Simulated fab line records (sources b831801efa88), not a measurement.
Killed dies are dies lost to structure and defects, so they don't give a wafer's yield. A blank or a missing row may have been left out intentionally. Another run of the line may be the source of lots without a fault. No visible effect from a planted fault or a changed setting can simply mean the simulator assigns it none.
Which tool did it? / flow gf180mcu / 6 lots with 17 wafers sampled at 2 steps, on a route of 602 steps

== WHAT THE GAUGES SHOWED, per wafer ==
GF_PSD_RS_MEAS_14: the measuring method here is four-point-probe.
lot=L897; measured=day 14 15:15; on=film metro-03; NSD_RS (ohm/sq)=46.09 46.14 46.22
lot=L899; measured=day 15 07:01; on=film metro-04; NSD_RS (ohm/sq)=45.95 46.10 45.93
lot=L901; measured=day 16 02:22; on=film metro-01; NSD_RS (ohm/sq)=45.97 46.09 46.00
lot=L906; measured=day 17 18:40; on=film metro-04; NSD_RS (ohm/sq)=46.17 39.74
lot=L916; measured=day 21 09:43; on=film metro-04; NSD_RS (ohm/sq)=46.07 46.02 46.04
lot=L918; measured=day 21 21:31; on=film metro-04; NSD_RS (ohm/sq)=46.12 46.07 46.33

== WHICH TOOL RAN EACH LOT (tool, then ch and the chambers of the sampled wafers, then the start) ==
lot=L897; GF_PSD_RTA_13=rtp anneal-01 ch 0, day 14 15:10
lot=L899; GF_PSD_RTA_13=rtp anneal-02 ch 0, day 15 06:56
lot=L901; GF_PSD_RTA_13=rtp anneal-02 ch 0, day 16 02:17
lot=L906; GF_PSD_RTA_13=rtp anneal-01 ch 0, day 17 18:34
lot=L916; GF_PSD_RTA_13=rtp anneal-02 ch 0, day 21 09:38
lot=L918; GF_PSD_RTA_13=rtp anneal-02 ch 0, day 21 21:26
- GF_PSD_RTA_13: time 20 s.

== THE ANSWER, worked out from the rows above alone ==
Rule: usual is defined by the lots themselves. Put in order of their means at a reading, lots are off if they are a third of the lots or fewer, leave a main group of 4 or more, and stand apart from it by a gap of 3 or more times the standard deviation of the main group's means; of several such gaps the widest counts. A main group whose means are all the same, to the digits that the tables above print for the reading, isn't used. A lot without any number at a reading at which 4 lots or more have one is off too. Any other lot the step has rows for is counted as sound.
Off: L906, seen at GF_PSD_RS_MEAS_14 (NSD_RS). Main group: mean 46.08 ohm/sq, sd 0.072.
If a tool, at a process step before that reading, ran all the lots that are off and no sound lot after the first of them, it fits. Gauges at GF_PSD_RS_MEAS_14: tried the same way as those tools. One fits: GF_PSD_RTA_13 on rtp anneal-01. Its last sound lot is L897 (day 14 15:10), its first lot that is off L906 (day 17 18:34): a fault that began between those two fits.

== WHAT THE SIMULATOR PUT IN ==
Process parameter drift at GF_PSD_RTA_13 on rtp anneal-01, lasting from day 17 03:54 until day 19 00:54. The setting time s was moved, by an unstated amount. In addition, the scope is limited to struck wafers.
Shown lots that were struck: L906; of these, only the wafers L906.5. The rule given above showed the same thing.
